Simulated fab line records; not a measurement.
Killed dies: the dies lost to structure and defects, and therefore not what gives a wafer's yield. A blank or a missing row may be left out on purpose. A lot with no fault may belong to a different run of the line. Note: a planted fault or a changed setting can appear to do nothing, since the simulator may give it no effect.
Which tool did it? -- flow gf180mcu -- 12 lots, 36 wafers sampled, at 5 steps of a route of 602

WHAT EACH GAUGE READ, for each wafer
GF_M4_RS_MEAS_05: uses a four-point probe to measure.
lot,measured,on,M4_ALCU_RS (ohm/sq)
L718,day 22 09:52,film-metro-04,0.0702 0.0700 0.0692
L721,day 23 12:40,film-metro-03,0.0695 0.0704 0.0696
L722,day 23 20:40,film-metro-03,0.0701 0.0715 0.0711
L724,day 24 19:52,film-metro-01,0.0697 0.0687 0.0689
L725,day 25 04:05,film-metro-04,0.0693 0.0698 0.0691
L726,day 25 07:50,film-metro-01,0.0701 0.0696 0.0692
L729,day 26 08:10,film-metro-04,0.0693 0.0693 0.0698
L736,day 28 05:01,film-metro-01,0.0705 0.0693 0.0703
L737,day 28 12:25,film-metro-01,0.0690 0.0687 0.0683
L738,day 28 16:20,film-metro-03,0.0698 0.0696 0.0704
L739,day 29 00:05,film-metro-04,0.0697 0.0693 0.0695
L741,day 29 10:22,film-metro-04,0.0711 0.0707 0.0709

GF_V4_OVL_MEAS_15.
lot,measured,on,V4_OVL (nm)
L718,day 24 08:26,overlay-02,-2 2 0
L721,day 25 10:27,overlay-01,6 1 8
L722,day 25 18:06,overlay-02,-1 7 2
L724,day 26 15:08,overlay-02,5 5 0
L725,day 27 00:03,overlay-02,0 5 -1
L726,day 27 02:52,overlay-01,0 1 -2
L729,day 28 02:22,overlay-02,5 3 7
L736,day 29 21:06,overlay-02,0 -2 -3
L737,day 30 04:07,overlay-01,-2 2 7
L738,day 30 08:27,overlay-02,11 8 1
L739,day 30 14:51,overlay-01,14 3 21
L741,day 31 00:04,overlay-02,-2 1 -1

GF_PASSIVATION_THK_MEAS_01.
lot,measured,on,PASSIVATION_CVD_00_THK (nm)
L718,day 28 03:07,film-metro-02,980 982 986
L721,day 29 07:32,film-metro-04,997 1005 1009
L722,day 29 08:10,film-metro-04,988 989 992
L724,day 30 03:25,film-metro-04,429 433 446
L725,day 30 11:16,film-metro-01,969 993 1000
L726,day 30 13:07,film-metro-04,436 441 432
L729,day 31 09:54,film-metro-01,992 996 981
L736,day 33 00:27,film-metro-04,998 987 1007
L737,day 33 06:33,film-metro-04,998 1006 991
L738,day 33 09:43,film-metro-04,975 992 988
L739,day 33 16:58,film-metro-04,982 1006 1011
L741,day 34 00:24,film-metro-04,983 985 972

WHAT TOOL EACH LOT RAN ON (gives the tool, then ch and the chambers of the sampled wafers, and finally the start)
lot,GF_M3_SPUTTER_01,GF_PASSIVATION_CVD_00
L718,"pvd-sputter-02, day 20 05:53","pecvd-04 ch 0,1, day 28 03:02"
L721,"pvd-sputter-02, day 21 10:56","pecvd-03 ch 0,2, day 29 07:26"
L722,"pvd-sputter-02, day 21 18:45","pecvd-04 ch 0,2, day 29 08:05"
L724,"pvd-sputter-02, day 22 19:03","pecvd-04 ch 0,1,2, day 30 03:20"
L725,"pvd-sputter-03, day 23 04:11","pecvd-01 ch 0,1,2, day 30 11:11"
L726,"pvd-sputter-04, day 23 07:26","pecvd-04 ch 0,1,2, day 30 13:02"
L729,"pvd-sputter-04, day 24 10:42","pecvd-01 ch 0,1,2, day 31 09:48"
L736,"pvd-sputter-02, day 26 09:09","pecvd-03 ch 0,1, day 33 00:22"
L737,"pvd-sputter-02, day 26 16:18","pecvd-04 ch 1,2, day 33 06:27"
L738,"pvd-sputter-03, day 26 20:47","pecvd-04 ch 1,2, day 33 09:37"
L739,"pvd-sputter-04, day 27 05:42","pecvd-04 ch 1,2, day 33 16:53"
L741,"pvd-sputter-02, day 27 16:03","pecvd-01 ch 0,1,2, day 34 00:20"
- GF_M3_SPUTTER_01: material TiN, target thk 30 nm, time 25 s.
- GF_PASSIVATION_CVD_00: deposits SiO2 from TEOS, target thk 1000 nm, time 111.95 s.

AS READ BY THE TOOLS THEMSELVES (means over the sampled wafers that have a number; for cases with no such wafer, the mark the record gives instead)
GF_M3_SPUTTER_01.
lot,tool,throttle-valve-pct (%)
L718,pvd-sputter-02,29.9
L721,pvd-sputter-02,30.2
L722,pvd-sputter-02,30.4
L724,pvd-sputter-02,30.5
L725,pvd-sputter-03,29.4
L726,pvd-sputter-04,30.1
L729,pvd-sputter-04,30.8
L736,pvd-sputter-02,29.8
L737,pvd-sputter-02,29.1
L738,pvd-sputter-03,29.2
L739,pvd-sputter-04,30.5
L741,pvd-sputter-02,30.4

GF_PASSIVATION_CVD_00.
lot,tool,heater-power-w (W)
L718,pecvd-04,628
L721,pecvd-03,656
L722,pecvd-04,667
L724,pecvd-04,704
L725,pecvd-01,678
L726,pecvd-04,650
L729,pecvd-01,685
L736,pecvd-03,719
L737,pecvd-04,702
L738,pecvd-04,705
L739,pecvd-04,691
L741,pecvd-01,735

THE ANSWER, worked out from the rows above alone
Rule: the lots themselves supply what counts as usual. The widest of any qualifying gaps counts: lots, ordered by their means at a reading, are off when they make up no more than a third of the lots, leave a main group of 4 or more, and stand apart from it by 3 or more times the standard deviation of that group's means. A main group is skipped when, at the precision printed for the reading in the tables above, its means are all equal. Also off: a lot with no number at a reading for which 4 or more lots have one. All remaining lots with rows at the step are treated as sound. First the gauges in route order, then the tools' own readings, where a lot's mean is used as printed above. At the first step where some lot is off, the reading lying furthest off is the one used; lots without a number count as furthest.
Off: L724, L726, seen at GF_PASSIVATION_THK_MEAS_01 (PASSIVATION_CVD_00_THK). For the main group the mean is 991 nm and the standard deviation 7.6.
A tool fits if, at a process step before that reading, it ran every lot that is off, and no sound lot after the first of them. Those tools and the gauges at GF_PASSIVATION_THK_MEAS_01 are tried in the same way. Not one of the candidates tried fits.

WHAT THE SIMULATOR HAD PUT IN
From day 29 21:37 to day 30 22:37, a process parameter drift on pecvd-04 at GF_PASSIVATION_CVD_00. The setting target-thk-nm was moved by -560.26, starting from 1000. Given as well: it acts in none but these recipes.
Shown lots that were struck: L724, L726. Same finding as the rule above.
